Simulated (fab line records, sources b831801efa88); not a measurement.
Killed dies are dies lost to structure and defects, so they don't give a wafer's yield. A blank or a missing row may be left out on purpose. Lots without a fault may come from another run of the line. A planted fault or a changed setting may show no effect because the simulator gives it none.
Which tool did it? | flow gf180mcu | 13 lots, 39 wafers sampled, at 4 steps of a route of 602

WHAT THE GAUGES READ, wafer by wafer
GF_V1_THK_MEAS_25: measures by xrf. Usual: V1_W_THK 341 nm, standard deviation 4.
lot  | measured     | on            | V1_W_THK (nm) | flag
L819 | day 18 20:28 | film_metro-02 | 340 333 339   |
L820 | day 19 06:12 | film_metro-01 | 339 345 346   |
L821 | day 19 08:48 | film_metro-02 | 337 338 338   |
L822 | day 20 02:01 | film_metro-01 | 336 341 341   |
L825 | day 21 01:46 | film_metro-02 | 340 342 340   |
L826 | day 21 08:06 | film_metro-02 | 342 337 339   |
L828 | day 22 02:43 | film_metro-03 | 340 342 340   |
L829 | day 22 07:17 | film_metro-01 | 335 336 337   |
L830 | day 22 17:27 | film_metro-03 | 344 342 344   |
L838 | day 25 06:38 | film_metro-01 | 346 345 348   |
L839 | day 25 13:49 | film_metro-03 | 342 340 346   |
L840 | day 26 08:42 | film_metro-01 | 341 337 340   |
L841 | day 26 10:32 | film_metro-03 | 346 348 350   |

GF_V2_THK_MEAS_01. Usual: V2_CVD_00_THK 600 nm, standard deviation 6.2.
lot  | measured     | on            | V2_CVD_00_THK (nm) | flag
L819 | day 19 22:12 | film_metro-04 | 600 600 606        |
L820 | day 20 08:04 | film_metro-02 | 611 607 608        |
L821 | day 20 10:23 | film_metro-03 | 601 610 602        |
L822 | day 21 03:47 | film_metro-04 | 608 610 607        |
L825 | day 22 03:47 | film_metro-02 | 594 597 593        |
L826 | day 22 09:23 | film_metro-04 | 594 601 598        |
L828 | day 23 03:14 | film_metro-04 | 592 602 598        |
L829 | day 23 07:35 | film_metro-02 | 602 604 606        |
L830 | day 23 17:32 | film_metro-02 | 608 600 613        |
L838 | day 26 05:53 | film_metro-03 | 600 602 599        |
L839 | day 26 12:04 | film_metro-02 | 588 602 589        |
L840 | day 27 06:34 | film_metro-02 | 602 590 596        |
L841 | day 27 08:30 | film_metro-02 | 598 599 600        |

WHICH TOOL RAN EACH LOT (tool, then ch and the chambers of the sampled wafers, then the start)
lot  | GF_HV_LDD_IMPLANT_48            | GF_M1_STRIP_17
L819 | implanter-02 ch 0, day 12 22:31 | plasma_asher-02 ch 0,1, day 17 18:40
L820 | implanter-03 ch 0, day 13 06:32 | plasma_asher-04 ch 0, day 18 03:50
L821 | implanter-03 ch 0, day 13 10:34 | plasma_asher-02 ch 0,1, day 18 06:38
L822 | implanter-04 ch 0, day 13 21:34 | plasma_asher-03 ch 0,1, day 18 22:37
L825 | implanter-03 ch 0, day 14 19:49 | plasma_asher-02 ch 1, day 19 22:47
L826 | implanter-04 ch 0, day 15 01:50 | plasma_asher-04 ch 0,1, day 20 05:31
L828 | implanter-03 ch 0, day 15 18:50 | plasma_asher-02 ch 0,1, day 21 00:04
L829 | implanter-03 ch 0, day 15 23:50 | plasma_asher-03 ch 0,1, day 21 05:17
L830 | implanter-02 ch 0, day 16 08:57 | plasma_asher-03 ch 0,1, day 21 15:08
L838 | implanter-02 ch 0, day 19 00:11 | plasma_asher-04 ch 0,1, day 24 05:47
L839 | implanter-03 ch 0, day 19 09:23 | plasma_asher-02 ch 0,1, day 24 13:56
L840 | implanter-02 ch 0, day 20 06:08 | plasma_asher-04 ch 0,1, day 25 08:44
L841 | implanter-04 ch 0, day 20 09:37 | plasma_asher-03 ch 0,1, day 25 11:05
- GF_HV_LDD_IMPLANT_48
- GF_M1_STRIP_17: strips in O2/N2.

WHAT THE TOOLS THEMSELVES READ (means of the sampled wafers that have a number; where no wafer has one, the mark that the record gives instead)
GF_HV_LDD_IMPLANT_48. Usual: beam_energy_keV 25.002, standard deviation 0.0075; beam_on_s 10.00 s, standard deviation 0.21; dose_ions_cm2 2.999e+13, standard deviation 3.2e+10; end_station_pressure_torr 5.1e-06 Torr, standard deviation 2.5e-07.
lot  | tool         | beam_energy_keV | beam_on_s (s) | dose_ions_cm2 | end_station_pressure_torr (Torr) | flag
L819 | implanter-02 | 25.007          | 10.11         | 3.001e+13     | 5.2e-06                          |
L820 | implanter-03 | 25.005          | 10.05         | 2.995e+13     | 5.0e-06                          |
L821 | implanter-03 | 24.997          | 10.04         | 3.000e+13     | 5.4e-06                          |
L822 | implanter-04 | 25.010          | 9.65          | 3.000e+13     | 4.9e-06                          |
L825 | implanter-03 | 24.994          | 10.07         | 3.001e+13     | 5.2e-06                          |
L826 | implanter-04 | 25.002          | 9.89          | 3.004e+13     | 5.0e-06                          |
L828 | implanter-03 | 20.258          | 10.00         | 3.001e+13     | 5.1e-06                          | OFF
L829 | implanter-03 | 20.266          | 10.10         | 2.999e+13     | 5.1e-06                          | OFF
L830 | implanter-02 | 24.997          | 10.08         | 3.000e+13     | 5.0e-06                          |
L838 | implanter-02 | 24.999          | 10.05         | 3.001e+13     | 5.1e-06                          |
L839 | implanter-03 | 25.002          | 10.05         | 2.998e+13     | 5.3e-06                          |
L840 | implanter-02 | 24.998          | 9.94          | 3.000e+13     | 5.1e-06                          |
L841 | implanter-04 | 25.003          | 10.00         | 2.999e+13     | 5.2e-06                          |

GF_M1_STRIP_17. Usual: drypump_motor_current_A 5.60 A, standard deviation 0.2; heater_power_w 330 W, standard deviation 32; n2_flow_sccm 300.1 sccm, standard deviation 0.93; oes_product_au 0.537 a.u., standard deviation 0.0049; strip_time_to_endpoint_s 7.37 s, standard deviation 0.059.
lot  | tool            | drypump_motor_current_A (A) | heater_power_w (W) | n2_flow_sccm (sccm) | oes_product_au (a.u.) | strip_time_to_endpoint_s (s) | flag
L819 | plasma_asher-02 | 5.62                        | 345                | 298.7               | 0.535                 | 7.34                         |
L820 | plasma_asher-04 | 5.24                        | 322                | 301.1               | 0.536                 | 7.35                         |
L821 | plasma_asher-02 | 5.63                        | 346                | 299.4               | 0.537                 | 7.37                         |
L822 | plasma_asher-03 | 5.63                        | 334                | 300.3               | 0.536                 | 7.36                         |
L825 | plasma_asher-02 | 5.47                        | 385                | 299.9               | 0.540                 | 7.47                         |
L826 | plasma_asher-04 | 5.43                        | 302                | 300.6               | 0.542                 | 7.43                         |
L828 | plasma_asher-02 | 5.61                        | 340                | 300.2               | 0.538                 | 7.35                         |
L829 | plasma_asher-03 | 5.64                        | 337                | 299.7               | 0.530                 | 7.36                         |
L830 | plasma_asher-03 | 5.65                        | 335                | 301.5               | 0.533                 | 7.33                         |
L838 | plasma_asher-04 | 5.62                        | 288                | 299.6               | 0.534                 | 7.32                         |
L839 | plasma_asher-02 | 5.53                        | 364                | 301.3               | 0.535                 | 7.36                         |
L840 | plasma_asher-04 | 5.63                        | 292                | 298.9               | 0.537                 | 7.33                         |
L841 | plasma_asher-03 | 5.71                        | 329                | 299.5               | 0.541                 | 7.34                         |

THE ANSWER, worked out from the rows above alone
Rule: a lot is off if the mean of its wafers that have a number lies more than 3 standard deviations from the usual mean. A lot without any number at a reading at which 4 lots or more have one is off too. The other lots that the step has rows for count as sound. The gauges are gone through in route order, then the tools' own readings, and for those a lot's mean is taken as printed above. The first step at which some lot is off is used, and at that step the reading that is off furthest; a lot without a number counts as furthest.
Off: L828, L829, at GF_HV_LDD_IMPLANT_48 (beam_energy_keV).
A tool fits if, at that step or a process step before it, it ran every lot that is off, and no sound lot after the first of them. None of those tried fits.

WHAT THE SIMULATOR HAD PUT IN
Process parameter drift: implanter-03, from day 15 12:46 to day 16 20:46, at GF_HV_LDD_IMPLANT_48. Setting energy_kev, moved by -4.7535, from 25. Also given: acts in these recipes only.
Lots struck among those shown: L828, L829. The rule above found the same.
